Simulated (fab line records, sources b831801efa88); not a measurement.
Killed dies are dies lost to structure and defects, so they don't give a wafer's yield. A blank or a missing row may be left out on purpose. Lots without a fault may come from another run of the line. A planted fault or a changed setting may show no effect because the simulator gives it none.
A struck lot beside a sound one | flow sky130 | 16 steps out of a route of 708
Sound: wafers L139.2, L139.4, L139.5. Struck: wafers L137.2, L137.3, L137.6. The cause comes at the end.
At each step with rows: each side's tool, then ch and its chambers, then its first start. Under that, the readings that differ: sound wafers | struck wafers | difference of the means | sigmas: that difference in standard deviations of wafers without a fault.
alike: readings whose means differ by less than 2 such deviations, and words and numbers that are the same on both sides. not compared: withheld readings, readings that some wafer has no value for, bounds like >300 that may hide the same value, and numbers for which the record gives no deviation and whose values overlap.
The two part at a step that has a row with sigmas, a row that says differs or no value, or rows on one side only. Numbers that don't overlap but have no deviation are shown without sigmas and don't part them. A reading that every wafer of one side lacks parts them only if that side has two wafers or more.

first, 5 steps without rows for these wafers: SKY_SONOS_TUNNEL_COAT_02 (resist thk 1140 nm); SKY_SONOS_TUNNEL_SOFTBAKE_03 (time 60 s); SKY_SONOS_TUNNEL_EXPOSE_04 (exposes mask TUNM, target cd 410 nm); SKY_SONOS_TUNNEL_PEB_05; SKY_SONOS_TUNNEL_DEVELOP_06 (develop time 60 s).
SKY_SONOS_TUNNEL_CD_MEAS_07: target cd 410 nm.
  sound on cd_sem-01, day 12 00:17; struck on cd_sem-02, day 11 11:32
  alike: cd_nm
SKY_SONOS_TUNNEL_OVL_MEAS_08:
  sound on overlay-01, day 12 00:24; struck on overlay-01, day 11 11:39
  alike: SONOS_TUNNEL_OVL
then, 3 steps without rows for these wafers: SKY_SONOS_TUNNEL_IMPLANT_09; SKY_SONOS_TUNNEL_WET_ETCH_10 (etches SiO2 in dHF, target depth 14 nm, time 280 s); SKY_SONOS_TUNNEL_STRIP_11 (strips in SPM, time 600 s).
SKY_SONOS_TUNNEL_TW_MEAS_12:
  sound on film_metro-04, day 12 00:52; struck on film_metro-04, day 11 12:06
  alike: SONOS_TUNNEL_TW
then, 1 step without rows for these wafers: SKY_SONOS_TUNNEL_CLEAN_13 (cleans in dHF, time 20 s).
SKY_SONOS_ONO_OXIDATION_00: stabilise 600 s, purge 300 s, target thk 2.6 nm.
  sound on furnace-01 ch 0, day 12 01:00; struck on furnace-01 ch 0, day 11 14:20
SKY_SONOS_ONO_THK_MEAS_01:
  sound on film_metro-01, day 12 02:21; struck on film_metro-03, day 11 15:58
  reading                      | sound          | struck         | difference | sigmas
  SONOS_ONO_OXIDATION_THK (nm) | 2.52 2.52 2.54 | 4.26 4.30 4.31 | +1.76      | +30
then, 1 step without rows for these wafers: SKY_SONOS_ONO_CVD_02 (deposits Si3N4 from DCS/NH3, target thk 10.5 nm, time 180 s).
SKY_PAD_OPEN_PROBE_99:
  the record has rows for the sound wafers here (prober-02, day 46 12:00) and none for the struck ones

WHERE THEY PART
First at SKY_SONOS_ONO_THK_MEAS_01; last, within this record, at SKY_PAD_OPEN_PROBE_99.

WHY: what the simulator had put in
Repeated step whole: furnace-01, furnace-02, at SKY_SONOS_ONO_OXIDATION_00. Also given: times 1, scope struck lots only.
